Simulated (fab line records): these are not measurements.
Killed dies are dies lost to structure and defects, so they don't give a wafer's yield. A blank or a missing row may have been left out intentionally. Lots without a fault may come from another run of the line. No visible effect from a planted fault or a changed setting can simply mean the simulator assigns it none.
Which tool was responsible?    flow sky130    Sampling: 11 lots, 33 wafers, 5 of 708 route steps

== WHAT EACH GAUGE READ, for each wafer ==
SKY_VT_ADJUST_LVTN_TW_MEAS_10. Usual: VT_ADJUST_LVTN_TW gives 241.5 (standard deviation 1.8).
lot   measured      on            VT_ADJUST_LVTN_TW  flag
L438  day 7 17:02   filmMetro-04  239.3 240.3 240.6  
L437  day 7 17:23   filmMetro-02  241.6 242.5 242.9  
L439  day 7 18:38   filmMetro-04  240.4 241.8 241.2  
L442  day 8 16:21   filmMetro-04  238.3 240.1 240.3  
L443  day 8 21:39   filmMetro-02  243.2 240.6 242.2  
L444  day 9 05:22   filmMetro-01  243.9 243.5 244.0  
L450  day 10 21:37  filmMetro-01  243.6 243.3 244.3  
L453  day 11 12:21  filmMetro-01  242.5 242.9 243.4  
L456  day 12 07:08  filmMetro-02  240.4 239.8 241.2  
L457  day 12 12:46  filmMetro-02  240.0 240.9 241.5  
L458  day 12 17:35  filmMetro-01  243.8 243.1 243.5  

SKY_VT_ADJUST_PCH_TW_MEAS_10. Usual: VT_ADJUST_PCH_TW gives 143.0 (standard deviation 0.98).
lot   measured      on            VT_ADJUST_PCH_TW   flag
L438  day 11 06:01  filmMetro-03  142.9 143.1 143.7  
L437  day 11 06:40  filmMetro-03  142.6 142.9 142.7  
L439  day 11 08:56  filmMetro-04  141.7 141.8 142.3  
L442  day 12 10:03  filmMetro-04  141.8 141.8 142.2  
L443  day 12 17:22  filmMetro-02  141.4 142.3 141.5  
L444  day 13 03:01  filmMetro-03  143.6 144.2 144.1  
L450  day 15 00:50  filmMetro-02  142.1 141.6 142.6  
L453  day 15 19:47  filmMetro-02  141.6 142.1 142.2  
L456  day 16 16:35  filmMetro-04  142.0 142.3 143.3  
L457  day 17 01:19  filmMetro-03  143.1 143.5 143.8  
L458  day 17 05:34  filmMetro-03  143.5 143.3 143.0  

SKY_GATE_OXIDE_THK_MEAS_02. Usual: GATE_OXIDE_OXIDATION_00_THK gives 10.15 nm (standard deviation 0.17).
lot   measured      on            GATE_OXIDE_OXIDATION_00_THK (nm)  flag
L438  day 13 15:04  filmMetro-01  9.86 10.17 10.04                  
L437  day 13 15:17  filmMetro-03  10.34 10.37 10.11                 
L439  day 13 19:10  filmMetro-04  9.99 10.00 9.84                   
L442  day 14 19:37  filmMetro-03  10.18 10.32 10.21                 
L443  day 15 04:53  filmMetro-01  10.07 10.13 10.12                 
L444  day 15 16:01  filmMetro-04  10.25 10.21 10.02                 
L450  day 17 16:49  filmMetro-01  10.64 10.45 10.46                 
L453  day 18 17:55  filmMetro-03  9.00 8.97 8.82                    OFF
L456  day 19 13:15  filmMetro-04  8.85 8.89 8.69                    OFF
L457  day 19 19:25  filmMetro-04  10.11 10.18 10.24                 
L458  day 20 00:19  filmMetro-03  9.86 10.02 9.84                   

== TOOL THAT RAN EACH LOT (tool first, then ch and the chambers of the sampled wafers, then the start) ==
lot   SKY_VT_ADJUST_PCH_STRIP_09           SKY_GATE_OXIDE_OXIDATION_01
L438  plasmaAsher-01 ch 0,1, day 11 05:55  furnace-01 ch 0, day 13 13:37
L437  plasmaAsher-03 ch 0,1, day 11 06:34  furnace-02 ch 0, day 13 13:52
L439  plasmaAsher-02 ch 0,1, day 11 08:50  furnace-01 ch 0, day 13 17:44
L442  plasmaAsher-02 ch 0,1, day 12 09:58  furnace-02 ch 0, day 14 18:11
L443  plasmaAsher-01 ch 1, day 12 17:16    furnace-01 ch 0, day 15 03:29
L444  plasmaAsher-01 ch 0,1, day 13 02:55  furnace-02 ch 0, day 15 14:36
L450  plasmaAsher-01 ch 0,1, day 15 00:44  furnace-01 ch 0, day 17 15:23
L453  plasmaAsher-02 ch 0,1, day 15 19:41  furnace-01 ch 0, day 18 16:30
L456  plasmaAsher-03 ch 1, day 16 16:29    furnace-01 ch 0, day 19 11:50
L457  plasmaAsher-03 ch 0, day 17 01:13    furnace-02 ch 0, day 19 18:00
L458  plasmaAsher-02 ch 0,1, day 17 05:28  furnace-02 ch 0, day 19 22:55
- SKY_VT_ADJUST_PCH_STRIP_09: strips in O2/N2.
- SKY_GATE_OXIDE_OXIDATION_01: stabilise 600 s, purge 300 s, target thk 10.268 nm.

== AS READ BY THE TOOLS THEMSELVES (means over the sampled wafers that have a number; for cases with no such wafer, the mark the record gives instead) ==
SKY_VT_ADJUST_PCH_STRIP_09. Usual: drypumpMotorCurrentA 5.6 A, standard deviation 0.6; n2FlowSccm 299.9 sccm, standard deviation 0.76; o2FlowSccm 2999 sccm, standard deviation 9.7; oesProductAu 0.722 a.u., standard deviation 0.0044; stripTimeToEndpointS 36.93 s, standard deviation 0.1.
lot   tool            drypumpMotorCurrentA (A)  n2FlowSccm (sccm)  o2FlowSccm (sccm)  oesProductAu (a.u.)  stripTimeToEndpointS (s)  flag
L438  plasmaAsher-01  6.2                       299.3              3003               0.722                36.94                     
L437  plasmaAsher-03  5.4                       300.6              2998               0.724                37.00                     
L439  plasmaAsher-02  5.1                       299.1              2994               0.720                36.90                     
L442  plasmaAsher-02  5.4                       299.7              2996               0.724                36.86                     
L443  plasmaAsher-01  5.5                       299.7              3006               0.724                36.82                     
L444  plasmaAsher-01  5.9                       299.8              2997               0.723                36.98                     
L450  plasmaAsher-01  5.9                       299.5              2992               0.726                36.97                     
L453  plasmaAsher-02  5.1                       299.7              2999               0.726                36.74                     
L456  plasmaAsher-03  5.1                       299.5              2999               0.723                36.81                     
L457  plasmaAsher-03  6.1                       299.9              3006               0.722                36.91                     
L458  plasmaAsher-02  5.3                       300.0              3011               0.720                36.99                     

SKY_GATE_OXIDE_OXIDATION_01. Usual: spikeTcBottomC 917.4 C (standard deviation 1.2); spikeTcCentreC 900.0 C (standard deviation 0.99); spikeTcLowerC 900.7 C (standard deviation 1.2); spikeTcTopC 910.1 C (standard deviation 1.3); spikeTcUpperC 900.3 C (standard deviation 1.5); tubeCenterTempC 900 C (standard deviation 0.079); tube_center_temp_C_max 902.3 (standard deviation 0.39).
lot   tool        spikeTcBottomC (C)  spikeTcCentreC (C)  spikeTcLowerC (C)  spikeTcTopC (C)  spikeTcUpperC (C)  tubeCenterTempC (C)  tube_center_temp_C_max  flag
L438  furnace-01  918.1               900.5               899.9              909.3            901.2              900                  902.1                   
L437  furnace-02  916.9               899.3               902.4              911.7            899.4              900                  902.5                   
L439  furnace-01  916.6               900.1               900.2              909.1            901.1              900                  902.2                   
L442  furnace-02  918.2               900.1               900.9              911.0            898.3              900                  902.4                   
L443  furnace-01  917.1               899.7               899.7              909.4            901.5              900                  902.4                   
L444  furnace-02  918.2               899.5               900.8              911.3            898.3              900                  902.5                   
L450  furnace-01  916.3               898.8               900.8              910.4            902.2              900                  902.7                   
L453  furnace-01  903.6               887.1               887.0              895.6            886.9              887                  889.3                   OFF
L456  furnace-01  904.2               887.2               887.4              895.8            887.3              887                  889.0                   OFF
L457  furnace-02  917.7               898.5               901.4              910.5            898.4              900                  902.1                   
L458  furnace-02  917.3               900.3               901.6              911.2            899.0              900                  902.3                   

== THE ANSWER, worked out from the rows above alone ==
Rule: lot off if the mean of its wafers having a number is beyond 3 standard deviations from the usual mean. A lot without any number at a reading at which 4 lots or more have one is off too. Any other lot the step has rows for is counted as sound. The gauges are gone through in route order, then the tools' own readings, and for those a lot's mean is taken as printed above. The first step at which some lot is off is used, and at that step the reading that is off furthest; a lot without a number counts as furthest.
Off: at SKY_GATE_OXIDE_THK_MEAS_02 (GATE_OXIDE_OXIDATION_00_THK), L453, L456.
If a tool, at a process step before that reading, ran all the lots that are off and no sound lot after the first of them, it fits. The gauges at SKY_GATE_OXIDE_THK_MEAS_02 aren't tried: what is off there is off at SKY_GATE_OXIDE_OXIDATION_01 too, on other tools, and a gauge's error can't cause that. One candidate fits, namely furnace-01 at SKY_GATE_OXIDE_OXIDATION_01. Its last sound lot is L450 (day 17 15:23), its first lot that is off L453 (day 18 16:30): a fault that began between those two fits.
The tool's own readings at SKY_GATE_OXIDE_OXIDATION_01 bear it out: on the lots that are off they differ by more than 5 times the standard deviation of the sound lots' means. spikeTcBottomC reads 903.9 C there against 917.4 C on the sound lots; spikeTcCentreC reads 887.2 C there against 899.6 C on the sound lots; spikeTcLowerC reads 887.2 C there against 900.9 C on the sound lots; spikeTcTopC reads 895.7 C there against 910.4 C on the sound lots; spikeTcUpperC reads 887.1 C there against 899.9 C on the sound lots; tubeCenterTempC reads 887 C there against 900 C on the sound lots; tube_center_temp_C_max reads 889.1 there against 902.4 on the sound lots.

== WHAT THE SIMULATOR HAD INSERTED ==
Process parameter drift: furnace-01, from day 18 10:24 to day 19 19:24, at SKY_GATE_OXIDE_OXIDATION_01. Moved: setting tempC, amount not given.
Shown lots that were struck: L453, L456. The rule above found the same.
